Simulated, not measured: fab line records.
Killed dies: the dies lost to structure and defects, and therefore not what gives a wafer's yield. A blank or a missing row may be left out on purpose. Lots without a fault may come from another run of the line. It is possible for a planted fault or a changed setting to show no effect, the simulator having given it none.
Matching of chambers || flow sky130 || cmp-01 running SKY_VIA2_CMP_02: 4 sister chambers
The step polishes SiO2. 4 wafers are shown with their chamber, then 11 later ones without.

WAFERS, EACH WITH ITS CHAMBER
{"wafer": "L085.2", "chamber": 2, "motor-current-A (A)": 11.7}
{"wafer": "L090.5", "chamber": 0, "motor-current-A (A)": 14.1}
{"wafer": "L090.6", "chamber": 3, "motor-current-A (A)": 13.2}
{"wafer": "L093.1", "chamber": 1, "motor-current-A (A)": 14.1}

WAFERS WHOSE CHAMBER IS MISSING
{"wafer": "L093.5", "motor-current-A (A)": 13.1}
{"wafer": "L093.6", "motor-current-A (A)": 10.9}
{"wafer": "L095.2", "motor-current-A (A)": 15.2}
{"wafer": "L095.4", "motor-current-A (A)": 13.5}
{"wafer": "L095.5", "motor-current-A (A)": 13.3}
{"wafer": "L097.2", "motor-current-A (A)": 13.7}
{"wafer": "L097.3", "motor-current-A (A)": 11.2}
{"wafer": "L097.4", "motor-current-A (A)": 13.7}
{"wafer": "L097.1", "motor-current-A (A)": 13.8}
{"wafer": "L097.5", "motor-current-A (A)": 10.9}
{"wafer": "L097.6", "motor-current-A (A)": 14.0}

EACH ONE'S CHAMBER
{"wafer": "L093.5", "from the rows above": "can't be placed: 3 or 0 or 1", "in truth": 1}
{"wafer": "L093.6", "from the rows above": 2, "in truth": 2}
{"wafer": "L095.2", "from the rows above": "can't be placed: 0 or 1 or 3", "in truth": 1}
{"wafer": "L095.4", "from the rows above": "can't be placed: 3 or 0 or 1", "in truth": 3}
{"wafer": "L095.5", "from the rows above": "can't be placed: 3 or 0 or 1", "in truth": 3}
{"wafer": "L097.2", "from the rows above": "can't be placed: 0 or 1 or 3", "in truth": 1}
{"wafer": "L097.3", "from the rows above": 2, "in truth": 2}
{"wafer": "L097.4", "from the rows above": "can't be placed: 0 or 1 or 3", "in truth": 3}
{"wafer": "L097.1", "from the rows above": "can't be placed: 0 or 1 or 3", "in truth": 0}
{"wafer": "L097.5", "from the rows above": 2, "in truth": 2}
{"wafer": "L097.6", "from the rows above": "can't be placed: 0 or 1 or 3", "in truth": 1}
Placed correctly: 3 of 11. From these rows, 8 cannot be placed; in 8 the true chamber is one of the candidates. Placed wrongly: 0.
How it was worked out, from the rows above alone: a wafer's distance from a chamber is the root of the sum, over the readings, of the square of ((its reading less the chamber's mean) divided by the reading's scatter). The wafer belongs to the nearest chamber; if the next one is less than 2 further off, it can't be placed. The mean given for a chamber averages the wafers shown for that chamber. The scatter (one wafer shown for each chamber): square how far every hidden wafer sits from the nearest shown wafer, average those squares and take the square root.
